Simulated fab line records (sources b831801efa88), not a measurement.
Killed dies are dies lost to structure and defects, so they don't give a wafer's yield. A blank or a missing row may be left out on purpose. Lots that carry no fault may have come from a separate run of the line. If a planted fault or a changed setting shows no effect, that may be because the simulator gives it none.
Comparing a struck lot with a sound one ; flow sky130 ; 17 steps out of a route of 708
Sound: these wafers, L171.2, L171.4, L171.5. Wafers L163.2, L163.5, L163.6 were the ones struck. The cause is named last.
For every step that has rows: the tool of each side, followed by ch and its chambers, followed by its first start. Under that, the readings that differ: sound wafers ; struck wafers ; difference of the means ; sigmas: that difference in standard deviations of wafers without a fault.
alike: readings whose means differ by less than 2 such deviations, and words and numbers that are the same on both sides. not compared: withheld readings, readings that some wafer has no value for, bounds like >300 that may hide the same value, and numbers for which the record gives no deviation and whose values overlap.
The two part at a step that has a row with sigmas, a row that says differs or no value, or rows on one side only. Numbers that have no deviation but don't overlap get no sigmas and don't part them. A reading missing from all wafers of one side parts the sides only when that side holds two or more wafers.

SKY_VIA1_CMP_02: polishes SiO2.
  sound on cmp-01 ch 1,2, day 38 10:46; struck on cmp-01 ch 0,1, day 36 08:02
  alike: motor_current_A
SKY_VIA1_BOW_MEAS_03:
  sound: film_metro-01 at day 38 11:05; struck: film_metro-01 at day 36 08:18
  alike: VIA1_BOW
then, 8 steps without rows for these wafers: SKY_VIA1_DEHYDRATE_04 (time 60 s); SKY_VIA1_HMDS_05 (prime time 60 s); SKY_VIA1_COAT_06 (resist thk 60 nm); SKY_VIA1_COAT_07 (resist thk 450 nm); SKY_VIA1_SOFTBAKE_08 (time 90 s); SKY_VIA1_EXPOSE_09 (exposes mask VIM, target cd 150 nm); SKY_VIA1_PEB_10; SKY_VIA1_DEVELOP_11 (develop time 60 s).
SKY_VIA1_CD_MEAS_12 targets a cd of 150 nm.
  sound: cd_sem-02 at day 39 11:30; struck: cd_sem-02 at day 37 10:23
  alike: cd_nm
SKY_VIA1_OVL_MEAS_13:
  sound: overlay-02 at day 39 11:36; struck: overlay-02 at day 37 10:29
  alike: VIA1_OVL
SKY_VIA1_ETCH_14: etches BARC in N2/H2, stops on SiO2, time 45.9 s, target depth 60 nm.
  sound on rie_diel-01 ch 0,1, day 39 11:38; struck on rie_diel-04 ch 0,1, day 37 10:31
  no value came back on the struck wafers for any of 5 readings (bias_w (W), chamber_pressure_mTorr (mTorr) and others); on the sound wafers bias_w (W) reads 100.42 99.93 99.56
reading;sound;struck;difference;sigmas
model.KrF-thick_of_VIA1_COAT_07.thk_nm (nm);395.4 394.3 393.5;436.8 436.6 435.5;+41.9;
  not compared: rf_hours_counter_h
SKY_VIA1_ETCH_15: etches SiO2 in C4F8/O2/Ar, stops on TiN, target depth 351 nm, time 54 s.
  sound on rie_diel-01 ch 0,1, day 39 11:40; struck on rie_diel-04 ch 0,1, day 37 10:33
reading;sound;struck;difference;sigmas
oes_product_au (a.u.);0.971 0.972 0.971;0.378 0.374 0.371;-0.597;-90
model.KrF-thick_of_VIA1_COAT_07.thk_nm (nm);327.2 324.5 324.3;364.9 365.6 364.4;+39.6;
  alike: bias_w, chamber_pressure_mTorr
  not compared: rf_hours_counter_h
SKY_VIA1_STRIP_16: strips in O2/N2.
  sound on plasma_asher-04 ch 0, day 39 11:43; struck on plasma_asher-01 ch 0,1, day 37 10:36
reading;sound;struck;difference;sigmas
oes_product_au (a.u.);0.417 0.419 0.422;0.432 0.432 0.432;+0.013;+3
strip_time_to_endpoint_s (s);4.496 4.480 4.491;4.889 4.891 4.910;+0.408;+18
  alike: drypump_motor_current_A
  not compared: rf_hours_counter_h
then, 1 step without rows for these wafers: SKY_VIA1_STRIP_17 (strips in post etch residue remover, time 1200 s).
-- the record jumps here: 11 days lie between the struck wafers' starts before and after (it left off in module VIA1 and takes up again in module PAD_OPEN, whose first step shown is number 708 of the route) --
SKY_PAD_OPEN_PROBE_99:
  record: rows for the struck wafers here (prober-02, day 48 14:18), none for the sound ones

== WHERE THEY PART ==
First at SKY_VIA1_ETCH_14; last, within this record, at SKY_PAD_OPEN_PROBE_99.

WHY: the cause the simulator had injected
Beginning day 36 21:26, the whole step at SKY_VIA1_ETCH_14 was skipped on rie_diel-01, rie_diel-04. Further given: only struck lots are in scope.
